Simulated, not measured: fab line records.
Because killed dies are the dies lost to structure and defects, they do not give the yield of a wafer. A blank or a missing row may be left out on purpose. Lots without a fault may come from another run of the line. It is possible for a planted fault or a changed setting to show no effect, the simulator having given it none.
Chamber matching | flow sky130 | SKY_METAL3_ETCH_17 on rieDiel-04: 4 sister chambers
The step etches SiO2 in C4F8/O2/Ar, stops on TiN, time 3.9 s, target depth 15 nm. 22 wafers are shown with their chamber, then 11 later ones without.

== WAFERS PAIRED WITH THEIR CHAMBERS ==
wafer  | chamber | oesProductAu (a.u.)
L076.4 | 1       | 0.748
L076.5 | 2       | 0.756
L076.6 | 1       | 0.751
L077.1 | 3       | 0.746
L077.5 | 1       | 0.754
L077.6 | 2       | 0.748
L078.1 | 1       | 0.756
L078.4 | 1       | 0.764
L078.6 | 3       | 0.756
L081.1 | 3       | 0.750
L081.2 | 0       | 0.753
L081.3 | 2       | 0.742
L085.3 | 1       | 0.765
L085.4 | 0       | 0.763
L085.6 | 0       | 0.756
L084.1 | 2       | 0.748
L084.3 | 1       | 0.747
L084.6 | 0       | 0.757
L088.1 | 0       | 0.748
L088.5 | 0       | 0.749
L088.6 | 1       | 0.742
L090.2 | 1       | 0.750

SIGNATURES (means of the wafers above)
reading      | chamber 0 | chamber 1 | chamber 2 | chamber 3 | scatter within a chamber
oesProductAu | 0.75433   | 0.75300   | 0.74850   | 0.75067   | 0.00656
Rule: for each reading, subtract the chamber's mean from the wafer's reading, divide by that reading's scatter and square the result; add these up over the readings and take the root, which gives the wafer's distance from the chamber. The wafer belongs to the nearest chamber; if the next one is less than 2 further off, it can't be placed. The scatter is the square root of a quotient: the sum, over the shown wafers, of each reading's squared deviation from its chamber's mean, divided by wafers minus chambers.

== WAFERS WITHOUT THEIR CHAMBER ==
wafer  | oesProductAu (a.u.)
L090.3 | 0.746
L090.5 | 0.751
L094.3 | 0.749
L094.4 | 0.756
L094.5 | 0.759
L097.2 | 0.745
L097.3 | 0.743
L097.5 | 0.743
L096.2 | 0.761
L096.5 | 0.764
L096.6 | 0.755

== WHICH CHAMBER EACH ONE RAN IN ==
wafer  | from the rows above               | in truth
L090.3 | can't be placed: 2 or 3 or 1 or 0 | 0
L090.5 | can't be placed: 3 or 1 or 2 or 0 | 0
L094.3 | can't be placed: 2 or 3 or 1 or 0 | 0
L094.4 | can't be placed: 0 or 1 or 3 or 2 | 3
L094.5 | can't be placed: 0 or 1 or 3 or 2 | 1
L097.2 | can't be placed: 2 or 3 or 1 or 0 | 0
L097.3 | can't be placed: 2 or 3 or 1 or 0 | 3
L097.5 | can't be placed: 2 or 3 or 1 or 0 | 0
L096.2 | can't be placed: 0 or 1 or 3 or 2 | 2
L096.5 | can't be placed: 0 or 1 or 3 or 2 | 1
L096.6 | can't be placed: 0 or 1 or 3 or 2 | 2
0 of 11 placed correctly. Not placeable from these rows: 11 (in 11, the candidates include the true chamber). 0 placed wrongly.
